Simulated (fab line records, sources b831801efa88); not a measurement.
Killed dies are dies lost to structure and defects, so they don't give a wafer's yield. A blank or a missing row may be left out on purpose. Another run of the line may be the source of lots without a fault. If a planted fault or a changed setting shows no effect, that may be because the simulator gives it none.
Which tool did it? | flow gf180mcu | Sampling: 14 lots, 42 wafers, 3 of 602 route steps

## WHAT THE GAUGES READ, wafer by wafer
GF_SAB_OVL_MEAS_10. Usual: SAB_OVL gives -0.5 nm (standard deviation 1.4).
lot  | measured     | on         | SAB_OVL (nm)   | flag
L892 | day 14 20:13 | overlay-01 | -1.9 -1.8 -0.6 |
L893 | day 15 01:26 | overlay-02 | -0.3 -0.6 -0.2 |
L896 | day 16 12:47 | overlay-01 | 1.2 0.5 -1.9   |
L898 | day 17 03:58 | overlay-02 | -1.2 -2.3 -2.4 |
L903 | day 19 03:38 | overlay-02 | -0.7 0.9 -0.1  |
L902 | day 19 10:12 | overlay-02 | 1.0 -0.4 -0.3  |
L904 | day 20 00:16 | overlay-01 | -1.6 -1.3 -1.8 |
L907 | day 20 18:32 | overlay-02 | -1.8 -0.7 -1.5 |
L910 | day 21 11:01 | overlay-01 | -2.0 -0.1 0.4  |
L909 | day 21 11:53 | overlay-01 | 0.2 0.3 -1.6   |
L912 | day 22 09:12 | overlay-02 | -2.3 -3.5 -1.9 |
L913 | day 22 23:31 | overlay-02 | -1.0 -0.8 -0.8 |
L914 | day 23 00:58 | overlay-02 | -0.1 -1.6 -0.3 |
L915 | day 23 11:11 | overlay-01 | -1.3 -0.5 -0.8 |

GF_SALICIDE_THK_MEAS_05: measures by xrf. Usual: SALICIDE_TIN_THK gives 20.35 nm (standard deviation 0.29).
lot  | measured     | on            | SALICIDE_TIN_THK (nm) | flag
L892 | day 14 20:48 | film-metro-03 | 20.53 20.21 20.93     |
L893 | day 15 01:59 | film-metro-04 | 20.02 20.06 20.27     |
L896 | day 16 13:20 | film-metro-02 | 20.14 20.15 20.20     |
L898 | day 17 04:37 | film-metro-02 | 20.49 20.51 20.72     |
L903 | day 19 04:13 | film-metro-04 | 20.25 20.40 20.42     |
L902 | day 19 10:46 | film-metro-03 | 20.76 20.58 20.59     |
L904 | day 20 00:49 | film-metro-02 | 20.81 20.72 20.58     |
L907 | day 20 19:06 | film-metro-02 | 20.14 20.00 19.97     |
L910 | day 21 11:34 | film-metro-02 | 20.30 20.39 20.60     |
L909 | day 21 12:27 | film-metro-04 | 20.49 20.17 20.49     |
L912 | day 22 09:45 | film-metro-03 | 20.50 20.53 20.62     |
L913 | day 23 00:04 | film-metro-04 | 19.38 19.90 19.72     |
L914 | day 23 01:31 | film-metro-04 | 20.32 20.56 20.75     |
L915 | day 23 11:44 | film-metro-02 | 20.57 20.49 20.13     |

## WHAT TOOL EACH LOT RAN ON (gives the tool, then ch and the chambers of the sampled wafers, and finally the start)
lot  | GF_SALICIDE_SPUTTER_03
L892 | pvd-sputter-01, day 14 20:38
L893 | pvd-sputter-04, day 15 01:49
L896 | pvd-sputter-04, day 16 13:11
L898 | pvd-sputter-01, day 17 04:26
L903 | pvd-sputter-01, day 19 04:02
L902 | pvd-sputter-01, day 19 10:37
L904 | pvd-sputter-01, day 20 00:40
L907 | pvd-sputter-04, day 20 18:56
L910 | pvd-sputter-03, day 21 11:25
L909 | pvd-sputter-04, day 21 12:18
L912 | pvd-sputter-04, day 22 09:36
L913 | pvd-sputter-01, day 22 23:55
L914 | pvd-sputter-03, day 23 01:22
L915 | pvd-sputter-01, day 23 11:34
- GF_SALICIDE_SPUTTER_03: material TiN, target thk 20 nm, time 16.7 s.

## WHAT THE TOOLS THEMSELVES READ (means of the sampled wafers that have a number; where no wafer has one, the mark that the record gives instead)
GF_SALICIDE_SPUTTER_03. Usual: chamber-pressure-pa 0.4000 Pa, standard deviation 0.00083; throttle-valve-pct 30.7 %, standard deviation 0.78.
lot  | tool           | chamber-pressure-pa (Pa) | throttle-valve-pct (%) | flag
L892 | pvd-sputter-01 | 0.4001                   | 31.3                   |
L893 | pvd-sputter-04 | 0.4002                   | 31.1                   |
L896 | pvd-sputter-04 | 0.4009                   | 29.9                   |
L898 | pvd-sputter-01 | 0.4004                   | 30.2                   |
L903 | pvd-sputter-01 | 0.3998                   | 31.3                   |
L902 | pvd-sputter-01 | 0.3834                   | 31.9                   | OFF
L904 | pvd-sputter-01 | 0.3835                   | 31.4                   | OFF
L907 | pvd-sputter-04 | 0.4001                   | 30.5                   |
L910 | pvd-sputter-03 | 0.3995                   | 30.1                   |
L909 | pvd-sputter-04 | 0.4003                   | 30.2                   |
L912 | pvd-sputter-04 | 0.4001                   | 30.5                   |
L913 | pvd-sputter-01 | 0.3997                   | 30.8                   |
L914 | pvd-sputter-03 | 0.4008                   | 30.4                   |
L915 | pvd-sputter-01 | 0.3999                   | 30.6                   |

## THE ANSWER, worked out from the rows above alone
Rule: take the mean of a lot's wafers that have a number; if it is more than 3 standard deviations from the usual mean, the lot is off. Also off: a lot with no number at a reading for which 4 or more lots have one. Where the step has rows for the other lots, those lots are counted as sound. Order of review: gauges by route order, followed by the tools' own readings, for which a lot's mean as printed above is used. At the first step where some lot is off, the reading lying furthest off is the one used; lots without a number count as furthest.
Off: L902, L904, at GF_SALICIDE_SPUTTER_03 (chamber-pressure-pa).
If a tool, at that step or one of the process steps before it, ran each lot that is off and ran no sound lot following the first of them, it fits. Of those tried, none fits.

## WHAT THE SIMULATOR HAD INSERTED
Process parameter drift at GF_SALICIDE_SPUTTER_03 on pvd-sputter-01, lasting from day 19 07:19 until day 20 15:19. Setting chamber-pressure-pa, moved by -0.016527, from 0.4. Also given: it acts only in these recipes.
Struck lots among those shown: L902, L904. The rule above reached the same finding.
